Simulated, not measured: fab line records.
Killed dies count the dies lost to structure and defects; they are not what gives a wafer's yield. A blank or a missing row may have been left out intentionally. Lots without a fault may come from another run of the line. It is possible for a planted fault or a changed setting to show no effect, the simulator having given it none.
fab line records	flow sky130
record lots=5	wafers=14	last-day=49
route steps=708 shown METAL4@631 VIA4@639 METAL5@661 PAD_OPEN@708
lots that met no fault: taken from a fault-free run of the same line
start-h: hours from the record's opening day to when the first of the lot's shown wafers began	wait-h: time in hours since the lot's previous step	" the same as in the row above	L1.1+2: a single row standing in for several wafers	- no value present, or no start provided	* or withheld: withheld	< > ~ a bound
route shown NAME@n: names a module that has steps shown in the file, with the first one's number in the route	usual: mean and standard deviation over wafers with no fault	same: alike in all rows	chamber/n: place in a boat	sites: each site's reading	_std_site: standard deviation across them	_edge_site: inner sites' mean taken away from outer sites' mean	radius-mm: for every site, how far away it sits from the centre of the wafer	mask NAME#n: copy n	behind: the most recent tool/chamber to have shaped the wafer	hold: why the lot was held/for how many hours/how that ended	device: which transistor (n, p or np) failed to switch	end of line: the tests these same wafers got at the end of their route	a step without rows: its recipe alone	killed: count of dies lost to structure and defects at first sort (not the wafer's yield)	map: dies across one wafer; x = killed, . = not, _ = none there
set.NAME: the setting as run; set.NAME@STEP: as run at that earlier step	model.NAME: the simulator's own value behind a step, which no gauge read
a table for each step, a row for each wafer; lots at some steps of the route
services: when a tool's chamber went out of use (start-h, in hours from the record's first day, below 0 if earlier), for how many hours, and the reason
## steps
# step SKY_METAL4_DESCUM_15
# recipe chemistry=O2	source-power-w=150	bias-power-w=0	pressure-mtorr=10	temp-c=40	time-s=8
# step SKY_METAL4_ETCH_16
# recipe chemistry=N2/H2	target=BARC	ion-energy-ev=200	bias-w=100	pressure-mtorr=30	n2-flow-sccm=100	h2-flow-sccm=200	icp-w=500	stop-on=SiO2	time-s=88.2	target-depth-a=600
# step SKY_METAL4_ETCH_17
# recipe target=SiO2	stop-on=TiN	chemistry=C4F8/O2/Ar	source-w=1500	bias-w=1200	pressure-mtorr=40	c4f8-flow-sccm=withheld	O2_flow_sccm=6	Ar_flow_sccm=300	time-s=3.9	target-depth-a=150
# step SKY_METAL4_METAL_ETCH_18
# recipe target-depth-a=8450	stop-on=SiO2	over-etch-frac=0.3	time-s=183.1	chemistry=Cl2/BCl3	resist-sidewall-deg=88	pressure-mtorr=10	icp-w=900	bias-w=48.5	Cl2_flow_sccm=60	bcl3-flow-sccm=30
# step SKY_METAL4_STRIP_19
# recipe chemistry=O2/N2	power-w=1400	pressure-mtorr=1500	platen-temp-c=withheld	o2-flow-sccm=3000	n2-flow-sccm=300	overash-fraction=0.5
# step SKY_METAL4_STRIP_20
# recipe chemistry=post-etch-residue-remover	time-s=1200	temp-c=72.5
# step SKY_METAL4_CLEAN_21
# recipe chemistry=IPA	time-s=180	temp-c=25
# step SKY_METAL4_CLEAN_22
# recipe chemistry=O3/DIW	dry=n2-spin
# step SKY_VIA4_HDPCVD_00
# recipe material=SiO2	target-thk-nm=1750	sigma-open-frac=0.3	time-s=291.7	temp-c=400	sih4-flow-sccm=60	pressure-mtorr=6
# step SKY_VIA4_CMP_02
# recipe material=SiO2	down-force-psi=4	platen-rpm=60	pad-velocity-m-s=0.94248
# usual head-pressure-psi=4.000/0.0082	motor-current-A=11.7/1.1
lot.wafer	tool	chamber	start-h	wait-h	head-pressure-psi	motor-current-A	model.SiO2_of_VIA4_HDPCVD_00.thk-nm
L471.3	cmp-01	3	997.74	0.3	3.998	13.9	581.3
L471.2	"	1	"	"	4.003	10.5	580.3
L471.6	"	3	"	"	4.003	14.0	581
L477.3	cmp-01	2	1041.03	0.0	3.996	10.7	578.9
L477.2	"	3	"	"	3.986	14.2	520.1
L477.1	"	1	"	"	4.000	10.5	578.2
L478.2	cmp-01	0	1054.75	0.1	4.001	12.3	521.7
L478.4	"	1	"	"	4.012	10.5	578.5
L478.6	"	3	"	"	3.982	13.3	520.8
L481.1	cmp-01	2	1071.85	0.1	4.011	11.2	580.8
L481.6	"	0	"	"	3.995	12.9	522.7
L487.3	cmp-02	3	1099.96	0.0	4.004	10.9	579.6
L487.4	"	1	"	"	4.009	10.9	580.2
L487.1	"	2	"	"	3.991	12.5	579.5
# step SKY_VIA4_BOW_MEAS_03
# recipe mode=bow
# usual VIA4_BOW=80/8.9
lot.wafer	tool	chamber	start-h	wait-h	hold	VIA4_BOW[um]
L471.2	film-metro-02	-	998.06	0.2	-	84
L471.3	"	-	"	"	-	67
L471.6	"	-	"	"	-	85
L477.1	film-metro-01	-	1041.33	0.1	await-dispo/0.2h/release	83
L477.2	"	-	"	"	await-dispo/0.2h/release	79
L477.3	"	-	"	"	await-dispo/0.2h/release	87
L477.1	film-metro-01	-	1041.62	0.3	-	-
L477.2	"	-	"	"	-	-
L477.3	"	-	"	"	-	-
L478.2	film-metro-02	-	1054.97	0.2	await-dispo/0.2h/release	78
L478.4	"	-	"	"	await-dispo/0.2h/release	75
L478.6	"	-	"	"	await-dispo/0.2h/release	72
L478.2	film-metro-02	-	1055.26	0.3	-	-
L478.4	"	-	"	"	-	-
L478.6	"	-	"	"	-	-
L481.1	film-metro-01	-	1072.05	0.1	await-dispo/0.2h/release	99
L481.6	"	-	"	"	await-dispo/0.2h/release	96
L481.1	film-metro-01	-	1072.33	0.3	-	-
L481.6	"	-	"	"	-	-
L487.1	film-metro-03	-	1100.26	0.1	-	85
L487.3	"	-	"	"	-	91
L487.4	"	-	"	"	-	81
# step SKY_VIA4_HMDS_05
# recipe prime-time-s=60	prime-temp-c=120
# step SKY_VIA4_COAT_06
# recipe resist=NOVOLAK	spin-rpm=3000	resist-thk-nm=1140
# step SKY_VIA4_SOFTBAKE_07
# recipe temp-c=90	time-s=60	resist=NOVOLAK
# step SKY_VIA4_EXPOSE_08
# recipe mask-id=VIM4	na=0.6	source-shape=conventional	sigma-outer=0.6	polarization=unpolarized	target-cd-nm=800	dose-mj=132
# step SKY_VIA4_PEB_09
# recipe temp-c=withheld	time-s=*	resist=NOVOLAK
# step SKY_VIA4_DEVELOP_10
# recipe resist=NOVOLAK	developer=TMAH	develop-time-s=60	dev-temp-c=23
# step SKY_VIA4_ETCH_12
# recipe target=SiO2	chemistry=C4F8/O2/Ar	stop-on=TiN	mask-material=NOVOLAK	source-w=1500	bias-w=1200	pressure-mtorr=40	c4f8-flow-sccm=withheld	O2_flow_sccm=6	Ar_flow_sccm=300	time-s=withheld	target-depth-a=5800
# usual oes-product-au=0.925/0.0047
lot.wafer	tool	chamber	start-h	wait-h	oes-product-au	model.VIA4.feature-depth-nm	model.etch.depth-nm
L471.2	rie-diel-02	3	1020.63	0.0	0.924	580.3	580.3
L471.3	"	1	"	"	0.927	581.3	581.3
L471.6	"	3	"	"	0.925	581	581
L477.1	rie-diel-01	2	1062.44	0.0	0.927	578.2	578.2
L477.2	"	1	"	"	0.867	520.1	520.1
L477.3	"	3	"	"	0.923	578.9	578.9
L478.2	rie-diel-01	3	1076.24	0.0	0.872	521.7	521.7
L478.4	"	3	"	"	0.920	578.5	578.5
L478.6	"	0	"	"	0.870	520.8	520.8
L481.1	rie-diel-02	3	1092.99	0.0	0.924	580.8	580.8
L481.6	"	1	"	"	0.872	522.7	522.7
L487.1	rie-diel-02	2	1120.00	0.0	0.936	579.5	579.5
L487.3	"	0	"	"	0.919	579.6	579.6
L487.4	"	1	"	"	0.934	580.2	580.2
# step SKY_VIA4_STRIP_13
# recipe chemistry=O2/N2	power-w=1400	pressure-mtorr=1500	platen-temp-c=withheld	o2-flow-sccm=3000	n2-flow-sccm=300	overash-fraction=0.5
# step SKY_VIA4_STRIP_14
# recipe chemistry=post-etch-residue-remover	time-s=1200	temp-c=72.5
# step SKY_VIA4_CLEAN_15
# recipe chemistry=IPA	time-s=180	temp-c=25
# step SKY_VIA4_CLEAN_16
# recipe chemistry=O3/DIW	dry=n2-spin
# step SKY_VIA4_SPUTTER_17
# recipe material=TiN	target-thk-nm=20	chamber-pressure-pa=5	power-w=4000	time-s=80
# step SKY_VIA4_CVD_18
# recipe material=W	target-thk-nm=505	time-s=152.14	temp-c=400	pressure-torr=40
# step SKY_VIA4_CMP_21
# recipe stop-on=SiO2	t-overpolish-s=25	down-force-psi=3.5	platen-rpm=60	target-thk-nm=0	pad-velocity-m-s=0.94248
# step SKY_METAL5_SPUTTER_00
# recipe material=Ti	target-thk-nm=15	power-w=3000	time-s=10	chamber-pressure-pa=0.4
# step SKY_METAL5_SPUTTER_01
# recipe material=TiN	target-thk-nm=20	power-w=6500	time-s=16.7	chamber-pressure-pa=0.4
# step SKY_METAL5_SPUTTER_02
# recipe material=AlCu	target-thk-nm=1150	power-w=10600	time-s=61.2	chamber-pressure-pa=0.4
# step SKY_METAL5_SPUTTER_03
# recipe material=Ti	target-thk-nm=5	power-w=3000	time-s=3.3	chamber-pressure-pa=0.4
# step SKY_METAL5_SPUTTER_04
# recipe material=TiN	target-thk-nm=70	power-w=6500	time-s=58.3	chamber-pressure-pa=0.4
# step SKY_METAL5_DEHYDRATE_07
# recipe temp-c=200	time-s=60
# step SKY_METAL5_HMDS_08
# recipe prime-time-s=60	prime-temp-c=120
# step SKY_METAL5_COAT_09
# recipe resist=NOVOLAK	spin-rpm=3000	resist-thk-nm=1800
# step SKY_METAL5_METAL_ETCH_15
# recipe target-depth-a=12600	stop-on=SiO2	over-etch-frac=0.2	time-s=252	chemistry=Cl2/BCl3	resist-sidewall-deg=86	pressure-mtorr=10	icp-w=900	bias-w=48.5	Cl2_flow_sccm=60	bcl3-flow-sccm=30
# usual drypump-motor-current-A=5.7/0.61	oes-product-au=0.894/0.0054	throttle-valve-pct=22.265/0.0099
lot.wafer	tool	chamber	start-h	wait-h	drypump-motor-current-A	oes-product-au	rf-hours-counter-h	throttle-valve-pct	model.SiO2_of_VIA4_HDPCVD_00.thk-nm
L471.2	rie-metal-04	1	1044.03	0.0	6.8	0.899	16	22.270	549.8
L471.3	"	1	"	"	6.7	0.894	-	22.277	550.8
L471.6	"	0	"	"	6.1	0.883	-	22.268	550.6
L477.1	rie-metal-01	1	1085.30	0.0	5.7	0.889	20	22.259	547.6
L477.2	"	0	"	"	4.9	0.901	22	22.279	488.7
L477.3	"	1	"	"	5.7	0.890	-	22.281	548.4
L478.2	rie-metal-02	1	1098.33	0.0	6.3	0.894	12	22.266	490.9
L478.4	"	0	"	"	6.0	0.897	-	22.277	547.8
L478.6	"	1	"	"	6.4	0.890	-	22.257	490.1
L481.1	rie-metal-01	0	1114.80	0.0	4.9	0.893	24	22.247	549.7
L481.6	"	0	"	"	4.9	0.898	-	22.265	491.9
L487.1	rie-metal-01	1	1140.75	0.0	5.7	0.886	25	22.273	549.2
L487.3	"	0	"	"	4.9	0.892	-	22.270	548.8
L487.4	"	1	"	"	5.7	0.884	-	22.270	550.1
# step SKY_PAD_OPEN_PROBE_99
# usual defect-limited-yield=82.3/1.9	killed_at_M0_to_M3=44/6.9	killed_at_M4_up=3.3/2.1	killed-at-contacts=24/4.8	killed-at-front-end=15/4.4	killed-at-other=0.2/0.48	killed-dies=87/9.5	killed-open=48/6.5	killed-short=39/6.3	sort_bin_3_pad_short=0.9/0.48	sort_bin_5_function=10.5/1.5	sort_bin_6_memory=6.3/1.1	sort-n-pass=405/9.5	sort-yield-pct=82.3/1.9
# same gross-dies=492	killed-at-back-side=0	sort_bin_4_leakage[%]=0	sort_bin_8_speed[%]=0
lot.wafer	tool	chamber	start-h	wait-h	hold	defect-limited-yield[%]	killed_at_M0_to_M3	killed_at_M4_up	killed-at-contacts	killed-at-front-end	killed-at-other	killed-dies	killed-open	killed-short	sort_bin_3_pad_short[%]	sort_bin_5_function[%]	sort_bin_6_memory[%]	sort-n-pass	sort-yield-pct[%]
L471.2	prober-01	-	1089.45	0.1	-	81.9	40	5	36	8	0	89	47	42	1.0	11.0	6.1	403	81.9
L471.3	prober-01	-	1089.50	0.2	-	84.1	40	3	21	14	0	78	45	33	1.0	10.0	4.9	414	84.1
L471.6	prober-01	-	1089.65	0.2	-	81.5	49	2	27	13	0	91	47	44	0.8	11.4	6.3	401	81.5
L477.1	prober-01	-	1127.82	0.1	-	83.3	43	1	27	11	0	82	48	34	0.6	8.7	7.3	410	83.3
L477.2	prober-01	-	1127.87	0.1	-	81.9	44	1	23	21	0	89	53	36	0.4	11.2	6.5	403	81.9
L477.3	prober-01	-	1127.92	0.2	-	80.5	46	5	30	15	0	96	46	50	1.4	11.4	6.7	396	80.5
L478.2	prober-02	-	1141.09	0.1	-	80.9	46	2	30	16	0	94	52	42	2.0	11.2	5.9	398	80.9
L478.4	prober-02	-	1141.19	0.2	-	86.8	35	2	19	9	0	65	37	28	0.8	8.1	4.3	427	86.8
L478.6	prober-02	-	1141.29	0.2	-	83.9	49	1	18	11	0	79	45	34	0.4	9.3	6.3	413	83.9
L481.1	prober-01	-	1155.16	0.1	await-dispo/7.2h/release	86.0	40	1	20	7	1	69	39	30	0	8.1	5.9	423	86.0
L481.6	prober-01	-	1155.41	0.2	await-dispo/7.2h/release	84.1	44	0	18	14	2	78	42	36	0.4	10.2	5.3	414	84.1
L487.1	prober-01	-	1179.99	0.1	-	84.1	34	1	24	19	0	78	46	32	0.6	11.8	3.5	414	84.1
L487.3	prober-01	-	1180.09	0.2	-	84.6	33	0	27	16	0	76	39	37	0.6	8.1	6.7	416	84.6
L487.4	prober-01	-	1180.14	0.2	-	81.9	45	2	26	16	0	89	56	33	0.8	11.0	6.3	403	81.9
# killed by level:class
L471.2 VIA1:geometric-particle:open=14 CONTACT:geometric-particle:open=11 LI_CONTACT:geometric-particle:open=8 CONTACT:geometric-particle:short=8 METAL1:geometric-particle:short=5 LI_CONTACT:geometric-particle:short=4 METAL2:geometric-particle:short=4 VIA3:geometric-particle:short=4
L471.3 VIA1:geometric-particle:open=8 CONTACT:geometric-particle:open=7 VIA3:geometric-particle:open=6 CONTACT:geometric-particle:short=6 POLY_GATE:geometric-particle:open=5 METAL1:geometric-particle:short=5 VIA2:geometric-particle:short=4 FIELD_ISO:geometric-particle:open=3
L471.6 LI_CONTACT:geometric-particle:open=9 METAL2:geometric-particle:short=9 VIA1:geometric-particle:open=8 CONTACT:geometric-particle:open=7 METAL1:geometric-particle:short=6 VIA2:geometric-particle:short=6 VIA1:geometric-particle:short=5 VIA3:geometric-particle:open=5
L477.1 LI_CONTACT:geometric-particle:open=9 VIA1:geometric-particle:open=8 VIA2:geometric-particle:open=8 VIA3:geometric-particle:open=7 CONTACT:geometric-particle:short=6 CONTACT:geometric-particle:open=6 VIA1:geometric-particle:short=6 LOCAL_INTERCONNECT:geometric-particle:short=4
L477.2 VIA1:geometric-particle:open=11 FIELD_ISO:geometric-particle:open=9 LI_CONTACT:geometric-particle:open=7 VIA3:geometric-particle:short=7 VIA2:geometric-particle:open=6 CONTACT:geometric-particle:open=6 CONTACT:geometric-particle:short=5 POLY_GATE:geometric-particle:open=4
L477.3 VIA1:geometric-particle:open=11 LI_CONTACT:geometric-particle:open=7 CONTACT:geometric-particle:short=7 METAL2:geometric-particle:short=7 VIA2:geometric-particle:open=7 FIELD_ISO:geometric-particle:short=6 VIA3:geometric-particle:short=5 CONTACT:geometric-particle:open=5
L478.2 VIA1:geometric-particle:open=12 LI_CONTACT:geometric-particle:open=11 CONTACT:geometric-particle:open=6 VIA1:geometric-particle:short=6 METAL2:geometric-particle:short=6 VIA3:geometric-particle:open=5 LOCAL_INTERCONNECT:geometric-particle:short=5 FIELD_ISO:geometric-particle:short=4
L478.4 CONTACT:geometric-particle:open=11 VIA1:geometric-particle:open=8 VIA2:geometric-particle:open=5 METAL2:geometric-particle:short=5 METAL3:geometric-particle:short=4 VIA2:geometric-particle:short=4 LI_CONTACT:geometric-particle:open=3 METAL1:geometric-particle:short=3
L478.6 CONTACT:geometric-particle:open=12 VIA1:geometric-particle:open=10 METAL2:geometric-particle:short=7 METAL1:geometric-particle:short=6 VIA3:geometric-particle:open=6 VIA1:geometric-particle:short=5 FIELD_ISO:geometric-particle:open=4 CONTACT:geometric-particle:short=3
L481.1 VIA1:geometric-particle:open=12 VIA3:geometric-particle:open=8 LOCAL_INTERCONNECT:geometric-particle:short=6 VIA2:geometric-particle:open=6 CONTACT:geometric-particle:short=5 CONTACT:geometric-particle:open=5 LI_CONTACT:geometric-particle:open=4 METAL1:geometric-particle:short=3
L481.6 VIA2:geometric-particle:open=10 CONTACT:geometric-particle:open=7 METAL2:geometric-particle:short=7 METAL1:geometric-particle:short=6 VIA1:geometric-particle:open=5 VIA3:geometric-particle:open=5 FIELD_ISO:geometric-particle:open=4 LOCAL_INTERCONNECT:geometric-particle:short=4
L487.1 VIA1:geometric-particle:open=12 POLY_GATE:geometric-particle:open=10 LI_CONTACT:geometric-particle:open=7 CONTACT:geometric-particle:open=7 LOCAL_INTERCONNECT:geometric-particle:short=5 METAL2:geometric-particle:short=5 FIELD_ISO:geometric-particle:short=4 CONTACT:geometric-particle:short=4
L487.3 CONTACT:geometric-particle:open=10 VIA1:geometric-particle:open=8 VIA1:geometric-particle:short=7 LI_CONTACT:geometric-particle:open=5 CONTACT:geometric-particle:short=5 FIELD_ISO:geometric-particle:open=4 FIELD_ISO:geometric-particle:short=4 POLY_GATE:geometric-particle:open=4
L487.4 CONTACT:geometric-particle:open=14 VIA1:geometric-particle:open=14 VIA2:geometric-particle:open=11 LI_CONTACT:geometric-particle:open=5 FIELD_ISO:geometric-particle:short=4 POLY_GATE:geometric-particle:open=4 POLY_GATE:geometric-particle:short=4 METAL1:geometric-particle:short=4
## services
tool	chamber	start-h	hours	kind
cmp-02	-	991.63	1.6	repair
rie-diel-01	1	995.48	9.3	repair
cmp-02	-	995.96	5.6	repair
cmp-02	-	1005.46	4.9	pm
rie-diel-01	2	1015.28	5.0	repair
cmp-02	-	1026.25	1.8	repair
cmp-01	-	1041.87	1.3	repair
rie-metal-01	-	1045.68	0.2	repair
rie-diel-01	2	1071.31	-	clean
rie-diel-01	2	1071.31	24.3	scheduled-down
rie-diel-01	2	1071.31	24.3	vent-cycle
rie-diel-02	0	1071.73	5.4	repair
rie-diel-01	-	1083.40	28.1	pm
cmp-01	-	1084.95	4.0	pm
cmp-01	-	1088.95	-	consumable-replace:conditioner
cmp-01	-	1088.95	-	consumable-replace:pad
rie-metal-04	0	1089.92	3.0	repair
cmp-02	-	1111.62	2.1	repair
cmp-01	-	1133.15	7.5	pm
rie-diel-02	1	1135.07	4.1	repair
rie-metal-04	-	1138.50	2.8	pm
## key
first-sign step=SKY_VIA4_BOW_MEAS_03	reading=visit	direction=added
effect step=SKY_VIA4_ETCH_12	reading=oes-product-au	direction=down	sigmas=12	usual=0.925	struck=0.870
model-effect step=SKY_VIA4_CMP_02	value=SiO2_of_VIA4_HDPCVD_00.thk-nm	without=579.3	struck=521.3
model-effect step=SKY_VIA4_ETCH_12	value=VIA4.feature-depth-nm	without=579.3	struck=521.3
model-effect step=SKY_METAL5_METAL_ETCH_15	value=SiO2_of_VIA4_HDPCVD_00.thk-nm	without=548.4	struck=490.4
met-at SKY_VIA4_CMP_02
struck-wafers L477.2,L478.2,L478.6,L481.6
onset-between 997.74 1041.03
fault kind=process-parameter-drift	tool=cmp-01	chamber=-	onset-h=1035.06	steps=SKY_VIA4_CMP_02	channel=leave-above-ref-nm	offset=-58	shape=step	end-h=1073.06	scope=struck-wafers-only	acts-in=these-recipes-only	stated=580
